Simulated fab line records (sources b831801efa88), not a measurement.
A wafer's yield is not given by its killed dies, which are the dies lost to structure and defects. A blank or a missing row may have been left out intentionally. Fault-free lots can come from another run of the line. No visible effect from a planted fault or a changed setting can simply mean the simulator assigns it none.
A single fault, viewed from 2 desks -- flow gf180mcu -- numbers are kept per desk, each desk with only its own; the story behind them comes last

== AT THE METROLOGY DESK ==
Means of the sampled wafers that have a number, per lot and without regard to the tool the lot ran on: this is what the gauges read. If a lot's mean is further than 4 standard deviations from the usual mean, the lot is out of limits and carries the mark OUT (the distance appears in the brackets).
Columns: A = V4_CVD_00_THK at GF_V4_THK_MEAS_01, usual 599 nm; B = V4_CVD_02_THK at GF_V4_THK_MEAS_03, usual 851 nm; C = MIM_ALCU_RS at GF_MIM_RS_MEAS_10, usual 0.1598 ohm/sq
lot,first seen here,A,B,C
L903,day 23 16:08,596,848,0.1593
L904,day 23 19:44,600,856,0.1633
L906,day 24 13:16,603,849,0.1577
L911,day 26 13:44,597,851,0.1603
L912,day 26 16:25,600,845,0.1596
L913,day 26 22:49,592,854,0.1607
L914,day 27 08:38,598,850,0.1600
L915,day 27 16:34,599,848,0.1603
L916,day 27 18:28,591,847,0.1603
L918,day 28 13:28,604,853,0.1589
L925,day 30 09:39,603,858,0.1638
L926,day 30 13:17,599,838,0.1646
This desk's finding: nothing out of limits on any of the 12 lots.

== TOOL OWNER'S DESK, pvd sputter-02 ==
The tool's own readings at GF_MIM_SPUTTER_08 (material AlCu, target thk 200 nm, time 10.6 s): means of the sampled wafers that have a number, for each lot that ran on this tool. If a lot's mean is further than 4 standard deviations from the usual mean, the lot is out of limits and carries the mark OUT (the distance appears in the brackets).
Columns: A = chamber pressure pa at GF_MIM_SPUTTER_08, usual 0.3999 Pa; B = throttle valve pct at GF_MIM_SPUTTER_08, usual 30.2 %
lot,first seen here,A,B
L914,day 28 07:29,0.4000,30.2
L925,day 31 05:43,0.4384 (+55) OUT,28.0
L926,day 31 10:04,0.4382 (+55) OUT,28.1
This desk's finding: out of limits on L925, L926; first on L925, day 31 05:43 (chamber pressure pa at GF_MIM_SPUTTER_08). Within limits: L914.

== TAKEN TOGETHER ==
The tool owner's desk had the chance to raise an alarm at day 31 05:43 on L925, L926.
At the metrology desk, nothing out of limits was observed.
The metrology desk has L925, L926 on record, within its limits.
On pvd sputter-02, each named lot ran GF_MIM_SPUTTER_08.

== WHAT THE SIMULATOR HAD INSERTED ==
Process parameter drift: pvd sputter-02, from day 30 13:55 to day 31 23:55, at GF_MIM_SPUTTER_08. From 0.4, the setting chamber pressure pa moved by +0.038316. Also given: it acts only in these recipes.
Lots struck among those shown: L925, L926.
Hours from the fault's start to each desk's first reading out of limits: the tool owner's desk, 16.
